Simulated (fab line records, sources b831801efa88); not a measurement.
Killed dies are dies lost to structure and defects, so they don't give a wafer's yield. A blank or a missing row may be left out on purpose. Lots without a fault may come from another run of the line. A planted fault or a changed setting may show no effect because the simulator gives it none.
Which tool did it? | flow gf180mcu | 13 lots, 38 wafers sampled, at 4 steps of a route of 602

WHAT THE GAUGES READ, wafer by wafer
GF_V4_BOW_MEAS_05.
lot  | measured     | on            | V4_BOW (um)
L824 | day 23 10:04 | film_metro-03 | 123 130 132
L827 | day 24 18:37 | film_metro-02 | 140 140 162
L828 | day 25 09:02 | film_metro-02 | 142 139 134
L829 | day 25 13:29 | film_metro-03 | 140 147 139
L831 | day 26 00:38 | film_metro-04 | 139 137 133
L833 | day 26 13:34 | film_metro-02 | 131 138 140
L834 | day 27 01:43 | film_metro-03 | 128 134 133
L836 | day 27 13:28 | film_metro-03 | 120 131 130
L837 | day 27 19:30 | film_metro-03 | 130 128 138
L838 | day 28 09:56 | film_metro-02 | 117 136 137
L840 | day 28 19:47 | film_metro-02 | 141 147
L842 | day 29 09:23 | film_metro-02 | 145 148 141
L847 | day 30 16:23 | film_metro-02 | 132 139 140

WHICH TOOL RAN EACH LOT (tool, then ch and the chambers of the sampled wafers, then the start)
lot  | GF_V3_ETCH_16                      | GF_V3_SPUTTER_22             | GF_V4_CMP_04
L824 | rie_diel-03 ch 0,3, day 22 07:33   | pvd_sputter-02, day 22 08:19 | cmp-01 ch 2,3, day 23 09:46
L827 | rie_diel-02 ch 0,1,3, day 23 17:05 | pvd_sputter-03, day 23 17:49 | cmp-02 ch 0,2,3, day 24 18:19
L828 | rie_diel-02 ch 0,2, day 24 08:02   | pvd_sputter-04, day 24 08:46 | cmp-01 ch 0,2,3, day 25 08:46
L829 | rie_diel-01 ch 0,2, day 24 12:09   | pvd_sputter-02, day 24 12:55 | cmp-02 ch 1,2, day 25 13:12
L831 | rie_diel-03 ch 0,3, day 25 00:39   | pvd_sputter-02, day 25 01:23 | cmp-02 ch 0,1,2, day 26 00:26
L833 | rie_diel-01 ch 0,1,3, day 25 13:51 | pvd_sputter-04, day 25 14:34 | cmp-01 ch 0,1,3, day 26 13:16
L834 | rie_diel-03 ch 2,3, day 26 01:30   | pvd_sputter-02, day 26 02:13 | cmp-01 ch 1,2, day 27 01:25
L836 | rie_diel-01 ch 1,2, day 26 13:54   | pvd_sputter-02, day 26 14:58 | cmp-02 ch 0,1,3, day 27 13:10
L837 | rie_diel-03 ch 0,2, day 26 20:21   | pvd_sputter-04, day 26 21:10 | cmp-02 ch 0,3, day 27 19:12
L838 | rie_diel-03 ch 0,1,2, day 27 11:14 | pvd_sputter-02, day 27 11:58 | cmp-01 ch 1,2,3, day 28 09:41
L840 | rie_diel-03 ch 0,3, day 27 21:02   | pvd_sputter-03, day 27 21:46 | cmp-02 ch 0, day 28 19:31
L842 | rie_diel-03 ch 0,3, day 28 11:20   | pvd_sputter-04, day 28 12:13 | cmp-02 ch 0,3, day 29 09:04
L847 | rie_diel-03 ch 1,2,3, day 29 18:18 | pvd_sputter-02, day 29 19:06 | cmp-01 ch 1,2,3, day 30 16:04
- GF_V3_ETCH_16: etches BARC in N2/H2.
- GF_V3_SPUTTER_22: material TiN, target thk 10 nm, time 40 s.
- GF_V4_CMP_04: polishes SiO2.

WHAT THE TOOLS THEMSELVES READ (means of the sampled wafers that have a number; where no wafer has one, the mark that the record gives instead)
GF_V3_ETCH_16.
lot  | tool        | drypump_motor_current_A (A) | oes_product_au (a.u.) | throttle_valve_pct (%)
L824 | rie_diel-03 | 5.6                         | 0.859                 | 13.225
L827 | rie_diel-02 | 5.3                         | 0.857                 | 13.228
L828 | rie_diel-02 | 5.6                         | 0.856                 | 13.223
L829 | rie_diel-01 | 6.1                         | 0.852                 | 13.219
L831 | rie_diel-03 | 5.6                         | 0.852                 | 13.226
L833 | rie_diel-01 | 6.1                         | 0.852                 | 13.221
L834 | rie_diel-03 | 5.9                         | 0.856                 | 13.219
L836 | rie_diel-01 | 6.0                         | 0.856                 | 13.223
L837 | rie_diel-03 | 5.8                         | 0.852                 | 13.219
L838 | rie_diel-03 | 5.7                         | 0.851                 | 13.225
L840 | rie_diel-03 | 5.7                         | 0.851                 | 13.224
L842 | rie_diel-03 | 5.7                         | 0.858                 | 13.231
L847 | rie_diel-03 | 5.8                         | 0.856                 | 13.222

GF_V3_SPUTTER_22.
lot  | tool           | throttle_valve_pct (%)
L824 | pvd_sputter-02 | 30.1
L827 | pvd_sputter-03 | 30.0
L828 | pvd_sputter-04 | 28.9
L829 | pvd_sputter-02 | 31.5
L831 | pvd_sputter-02 | 29.3
L833 | pvd_sputter-04 | 29.2
L834 | pvd_sputter-02 | 30.7
L836 | pvd_sputter-02 | 30.2
L837 | pvd_sputter-04 | 29.2
L838 | pvd_sputter-02 | 29.4
L840 | pvd_sputter-03 | 30.5
L842 | pvd_sputter-04 | 28.7
L847 | pvd_sputter-02 | 30.6

GF_V4_CMP_04.
lot  | tool   | edge_zone_pressure_frac | motor_current_A (A) | time_to_endpoint_s (s)
L824 | cmp-01 | 0.999                   | 11.0                | 83
L827 | cmp-02 | 0.996                   | 12.5                | 82
L828 | cmp-01 | 0.996                   | 11.4                | 84
L829 | cmp-02 | 0.998                   | 12.1                | 81
L831 | cmp-02 | 0.996                   | 11.7                | 79
L833 | cmp-01 | 1.001                   | 12.5                | 80
L834 | cmp-01 | 0.998                   | 12.3                | 81
L836 | cmp-02 | 1.000                   | 11.3                | 77
L837 | cmp-02 | 1.000                   | 11.7                | 42
L838 | cmp-01 | 0.996                   | 11.8                | 76
L840 | cmp-02 | 0.999                   | 11.7                | 18
L842 | cmp-02 | 1.003                   | 11.5                | 45
L847 | cmp-01 | 1.000                   | 12.4                | 84

THE ANSWER, worked out from the rows above alone
Rule: what is usual is taken from the lots themselves. Put in order of their means at a reading, lots are off if they are a third of the lots or fewer, leave a main group of 4 or more, and stand apart from it by a gap of 3 or more times the standard deviation of the main group's means; of several such gaps the widest counts. A main group whose means are all the same, to the digits that the tables above print for the reading, isn't used. A lot without any number at a reading at which 4 lots or more have one is off too. The other lots that the step has rows for count as sound. The gauges are gone through in route order, then the tools' own readings, and for those a lot's mean is taken as printed above. The first step at which some lot is off is used, and at that step the reading that is off furthest; a lot without a number counts as furthest.
Off: L837, L840, L842, at GF_V4_CMP_04 (time_to_endpoint_s). The main group: mean 81 s, standard deviation 2.6.
A tool fits if, at that step or a process step before it, it ran every lot that is off, and no sound lot after the first of them. One fits: cmp-02 at GF_V4_CMP_04. Its last sound lot is L836 (day 27 13:10), its first lot that is off L837 (day 27 19:12): a fault that began between those two fits.
The tool's own readings at GF_V4_CMP_04 bear it out: on the lots that are off they differ by more than 5 times the standard deviation of the sound lots' means. time_to_endpoint_s reads 35 s there against 81 s on the sound lots.

WHAT THE SIMULATOR HAD PUT IN
Process parameter drift: cmp-02, from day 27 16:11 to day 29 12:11, at GF_V4_CMP_04. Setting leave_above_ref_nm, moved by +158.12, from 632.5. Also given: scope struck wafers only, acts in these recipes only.
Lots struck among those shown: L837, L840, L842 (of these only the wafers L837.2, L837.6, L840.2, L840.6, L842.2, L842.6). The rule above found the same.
